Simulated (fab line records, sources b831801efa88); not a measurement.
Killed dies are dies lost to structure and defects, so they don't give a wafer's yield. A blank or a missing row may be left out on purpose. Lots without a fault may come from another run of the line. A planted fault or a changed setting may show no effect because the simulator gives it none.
A struck lot beside a sound one | flow gf180mcu | 17 steps out of a route of 602
Sound: wafers L676.1, L676.2, L676.5. Struck: wafers L682.1, L682.4, L682.6. The cause comes at the end.
At each step with rows: each side's tool, then ch and its chambers, then its first start. Under that, the readings that differ: sound wafers | struck wafers | difference of the means | sigmas: that difference in standard deviations of wafers without a fault.
alike: readings whose means differ by less than 2 such deviations, and words and numbers that are the same on both sides. not compared: withheld readings, readings that some wafer has no value for, bounds like >300 that may hide the same value, and numbers for which the record gives no deviation and whose values overlap.
The two part at a step that has a row with sigmas, a row that says differs or no value, or rows on one side only. Numbers that don't overlap but have no deviation are shown without sigmas and don't part them. A reading that every wafer of one side lacks parts them only if that side has two wafers or more.

first, 4 steps without rows for these wafers: GF_SAB_SOFTBAKE_05 (time 60 s); GF_SAB_EXPOSE_06 (exposes mask SAB, target cd 420 nm); GF_SAB_PEB_07; GF_SAB_DEVELOP_08 (develop time 60 s).
GF_SAB_CD_MEAS_09: target cd 420 nm.
  sound on cd_sem-02, day 15 22:22; struck on cd_sem-01, day 18 09:42
  alike: cd_nm
GF_SAB_OVL_MEAS_10:
  sound on overlay-01, day 15 22:29; struck on overlay-01, day 18 09:49
  alike: SAB_OVL
GF_SAB_ETCH_11: etches SiO2 in C4F8/O2/Ar, target depth 55 nm, time 8.5 s.
  sound on rie_diel-04 ch 0,2, day 15 22:31; struck on rie_diel-04 ch 0,2,3, day 18 09:52
  alike: oes_product_au, rf_fwd_power_W
  not compared: rf_hours_counter_h
then, 1 step without rows for these wafers: GF_SAB_WET_ETCH_12 (etches SiO2 in dHF, target depth 22 nm, time 440 s).
GF_SAB_STRIP_13: strips in O2/N2.
  sound on plasma_asher-04 ch 0,1, day 15 22:41; struck on plasma_asher-04 ch 0,1, day 18 10:01
  alike: drypump_motor_current_A, heater_power_w, n2_flow_sccm, oes_product_au, strip_time_to_endpoint_s
  not compared: rf_hours_counter_h
then, 2 steps without rows for these wafers: GF_SALICIDE_CLEAN_00 (cleans in SC1/SC2, time 150 s); GF_SALICIDE_WET_ETCH_01 (etches SiO2 in dHF, target depth 5 nm, time 100 s).
GF_SALICIDE_SPUTTER_02: material Co, target thk 10 nm, time 20 s.
  sound on pvd_sputter-01, day 15 22:52; struck on pvd_sputter-01, day 18 10:11
  alike: cathode_dc_power_W, throttle_valve_pct
GF_SALICIDE_SPUTTER_03: material TiN, target thk 20 nm, time 16.7 s.
  sound on pvd_sputter-01, day 15 22:53; struck on pvd_sputter-01, day 18 10:13
  reading                                      | sound                | struck               | difference | sigmas
  cathode_dc_power_W (W)                       | 6498.9 6499.8 6499.7 | 6323.8 6324.1 6323.6 | -175.6     | -99 or more
  model.TiN_of_SALICIDE_SPUTTER_03.thk_nm (nm) | 19.78 19.7 19.97     | 19.26 19.2 18.96     | -0.68      |
  alike: throttle_valve_pct
GF_SALICIDE_RS_MEAS_04: measures by four-point-probe.
  sound on film_metro-04, day 15 22:55; struck on film_metro-03, day 18 10:15
  alike: SALICIDE_TIN_RS
GF_SALICIDE_THK_MEAS_05: measures by xrf.
  sound on film_metro-04, day 15 23:02; struck on film_metro-03, day 18 10:22
  alike: SALICIDE_TIN_THK
GF_SALICIDE_RTA_06: time 30 s.
  sound on rtp_anneal-01 ch 0, day 15 23:06; struck on rtp_anneal-01 ch 0, day 18 10:26
  alike: lamp_power_pct, wafer_temp_C_max
then, 1 step without rows for these wafers: GF_PASSIVATION_PROBE_99.

WHERE THEY PART
Only at GF_SALICIDE_SPUTTER_03, within this record. Later steps at which nothing parts them and some readings are alike: GF_SALICIDE_RS_MEAS_04, GF_SALICIDE_THK_MEAS_05, GF_SALICIDE_RTA_06.

WHY: what the simulator had put in
Process parameter drift: pvd_sputter-01, from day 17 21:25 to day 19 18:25, at GF_SALICIDE_SPUTTER_03. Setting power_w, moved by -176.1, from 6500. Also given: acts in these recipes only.
